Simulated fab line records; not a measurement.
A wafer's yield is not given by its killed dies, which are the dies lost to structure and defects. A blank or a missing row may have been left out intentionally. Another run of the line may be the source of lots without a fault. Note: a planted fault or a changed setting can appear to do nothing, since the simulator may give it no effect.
Comparing a struck lot with a sound one ; flow sfqLine ; 41 steps out of a route of 325
Sound: wafers L582.3, L582.4, L582.5. Struck: wafers L595.1, L595.3, L595.5. At the end, the cause is stated.
Each step with rows lists, per side, the tool, then ch with its chambers, then its first start. Under that, the readings that differ: sound wafers ; struck wafers ; difference of the means ; sigmas: that difference in standard deviations of wafers without a fault.
alike: words and numbers the same on both sides, and readings whose means are apart by under 2 such deviations; not compared: readings that were withheld, readings missing a value for some wafer, numbers with overlapping values and no deviation given by the record, and bounds like >300 which may hide the same value.
The two part at a step that has a row with sigmas, a row that says differs or no value, or rows on one side only. Numbers that don't overlap but have no deviation are shown without sigmas and don't part them. A reading missing from all wafers of one side parts the sides only when that side holds two or more wafers.

first, 6 steps without rows for these wafers: SFQ_TRILAYER_I0_VIA_LITHO_COAT_036 (resist thk 62 nm); SFQ_TRILAYER_I0_VIA_LITHO_COAT_031 (resist thk 650 nm); SFQ_TRILAYER_I0_VIA_LITHO_SOFTBAKE_035; SFQ_TRILAYER_I0_VIA_LITHO_EXPOSE_032 (exposes mask I0, target cd 500 nm); SFQ_TRILAYER_I0_VIA_LITHO_PEB_034 (peb time 60 s); SFQ_TRILAYER_I0_VIA_LITHO_DEVELOP_033 (time 60 s).
SFQ_I0_OVL_MEAS_908:
  sound on overlay-02 at day 10 11:55; struck on overlay-02 at day 14 11:53
reading;sound;struck;difference;sigmas
I0_OVL (nm);-1 -13 -8;16 9 16;+21;+4
then, 1 step without rows for these wafers: SFQ_TRILAYER_I0_VIA_BARC_OPEN_VIA_ETCH_046 (etches BARC in O2, target depth 125 nm, time 41.7 s).
SFQ_TRILAYER_I0_VIA_ETCH_VIA_ETCH_034: etches SiO2 in CHF3, stops on Nb, target depth 260 nm.
  sound on rieDiel-04 ch 0,3, day 10 11:58; struck on rieDiel-04 ch 0,1,2, day 14 11:58
  alike: drypumpMotorCurrentA, oesProductAu
SFQ_TRILAYER_I0_VIA_STRIP_STRIP_035: strips in O2.
  sound on rieMetal-02 ch 0,1, day 10 12:17; struck on rieMetal-03 ch 0,1, day 14 12:04
  alike: drypumpMotorCurrentA, oesProductAu
  not compared: rfHoursCounterH
then, 2 steps without rows for these wafers: SFQ_TRILAYER_I0_VIA_STRIP_SOLV_CLEAN_036 (cleans in NMP, time 600 s); SFQ_TRILAYER_M1_DEP_PRE_CLEAN_038 (time 22.5 s).
SFQ_TRILAYER_M1_DEP_SPUTTER_037: material Nb, target thk 200 nm, time 133.3 s.
  sound on pvdSputter-06 at day 10 12:53; struck on pvdSputter-06 at day 14 12:52
reading;sound;struck;difference;sigmas
cathodeDcPowerW (W);1999.7 2000.4 2000.3;3016.9 3017.0 3016.6;+1016.7;+99 or more
model.Nb_of_TRILAYER_M1_DEP_SPUTTER_037.thkNm (nm);197.3 195.6 195.3;299.1 296.8 298.2;+102.0;
  alike: throttleValvePct
SFQ_M1_RS_MEAS_909: uses a four-point probe to measure.
  sound on filmMetro-02 at day 10 13:01; struck on filmMetro-02 at day 14 13:15
reading;sound;struck;difference;sigmas
M1_NB_RS (ohm/sq);0.903 0.909 0.912;0.593 0.598 0.594;-0.313;-18
  not compared: hold
then, 5 steps without rows for these wafers: SFQ_TRILAYER_M1_LITHO_COAT_039 (resist thk 600 nm); SFQ_TRILAYER_M1_LITHO_SOFTBAKE_043; SFQ_TRILAYER_M1_LITHO_EXPOSE_040 (exposes mask M1, target cd 500 nm); SFQ_TRILAYER_M1_LITHO_PEB_042 (peb time 60 s); SFQ_TRILAYER_M1_LITHO_DEVELOP_041 (time 60 s).
-- the record jumps here: 3 days lie between the struck wafers' starts before and after --
SFQ_M1_OVL_MEAS_911:
  sound on overlay-01 at day 12 22:41; struck on overlay-02 at day 17 08:56
  alike: M1_OVL
then, 1 step without rows for these wafers: SFQ_TRILAYER_M1_BARC_OPEN_METAL_ETCH_054 (etches BARC in O2, target depth 125 nm, time 41.7 s).
SFQ_TRILAYER_M1_ETCH_METAL_ETCH_042: etches Nb in Cl2/Ar, stops on SiO2, target depth 240 nm, time 120 s.
  sound on rieMetal-01 ch 0,1, day 12 22:49; struck on rieMetal-03 ch 0,1, day 17 09:02
reading;sound;struck;difference;sigmas
oesProductAu (a.u.);0.887 0.877 0.888;0.989 0.997 1.003;+0.112;+11
  alike: drypumpMotorCurrentA
  not compared: rfHoursCounterH
then, 4 steps without rows for these wafers: SFQ_TRILAYER_M1_STRIP_STRIP_043 (strips in O2); SFQ_TRILAYER_M1_STRIP_SOLV_CLEAN_044 (cleans in NMP, time 600 s); SFQ_TRILAYER_I1_DEP_PECVD_045 (deposits SiO2 from SiH4/N2O, time 111.11 s, target thk 500 nm); SFQ_TRILAYER_I1_CMP_CMP_046 (polishes SiO2).
SFQ_I1_BOW_MEAS_912:
  sound on filmMetro-02 at day 13 05:01; struck on filmMetro-02 at day 17 14:48
  alike: I1_BOW
SFQ_TRILAYER_I1_METRO_MEASURE_047:
  sound on filmMetro-02 at day 13 05:29; struck on filmMetro-02 at day 17 14:55
  alike: thkNm
then, 6 steps without rows for these wafers: SFQ_TRILAYER_I1_VIA_LITHO_COAT_054 (resist thk 62 nm); SFQ_TRILAYER_I1_VIA_LITHO_COAT_049 (resist thk 650 nm); SFQ_TRILAYER_I1_VIA_LITHO_SOFTBAKE_053; SFQ_TRILAYER_I1_VIA_LITHO_EXPOSE_050 (exposes mask I1, target cd 500 nm); SFQ_TRILAYER_I1_VIA_LITHO_PEB_052 (peb time 60 s); SFQ_TRILAYER_I1_VIA_LITHO_DEVELOP_051 (time 60 s).
-- the record jumps here: 4 days lie between the struck wafers' starts before and after --
SFQ_I1_OVL_MEAS_913:
  sound on overlay-01 at day 16 18:43; struck on overlay-02 at day 21 09:39
  alike: I1_OVL
SFQ_TRILAYER_I1_VIA_BARC_OPEN_VIA_ETCH_071: etches BARC in O2, target depth 125 nm, time 41.7 s.
  sound on rieDiel-02 ch 0,2, day 16 18:44; struck on rieDiel-02 ch 1,2, day 21 09:41
  alike: drypumpMotorCurrentA, oesProductAu
  not compared: rfHoursCounterH
SFQ_TRILAYER_I1_VIA_ETCH_VIA_ETCH_052: etches SiO2 in CHF3, stops on Nb, target depth 260 nm.
  sound on rieDiel-02 ch 0,2, day 16 18:47; struck on rieDiel-02 ch 1,2, day 21 09:44
  alike: drypumpMotorCurrentA, oesProductAu
then, 3 steps without rows for these wafers: SFQ_TRILAYER_I1_VIA_STRIP_STRIP_053 (strips in O2); SFQ_TRILAYER_I1_VIA_STRIP_SOLV_CLEAN_054 (cleans in NMP, time 600 s); SFQ_TRILAYER_M2_DEP_PRE_CLEAN_056 (time 22.5 s).
-- the record jumps here: 53 days lie between the struck wafers' starts before and after --
SFQ_M8_BOW_MEAS_951:
  sound on filmMetro-03 at day 68 03:21; struck on filmMetro-04 at day 74 15:39
reading;sound;struck;difference;sigmas
model.etest.m1.combLog10Ohm;12 12 12;0 0 0;-12;
model.etest.m1.ohmSq;0.9026 0.9102 0.9116;0.5952 0.5998 0.597;-0.3108;
  alike: M8_BOW

## WHERE THEY PART
Earliest at SFQ_I0_OVL_MEAS_908; latest, in this record, at SFQ_TRILAYER_M1_ETCH_METAL_ETCH_042. Later steps at which nothing parts them and some readings are alike: SFQ_I1_BOW_MEAS_912, SFQ_TRILAYER_I1_METRO_MEASURE_047, SFQ_I1_OVL_MEAS_913, SFQ_TRILAYER_I1_VIA_BARC_OPEN_VIA_ETCH_071, SFQ_TRILAYER_I1_VIA_ETCH_VIA_ETCH_052, SFQ_M8_BOW_MEAS_951.

WHY: what the simulator had put in
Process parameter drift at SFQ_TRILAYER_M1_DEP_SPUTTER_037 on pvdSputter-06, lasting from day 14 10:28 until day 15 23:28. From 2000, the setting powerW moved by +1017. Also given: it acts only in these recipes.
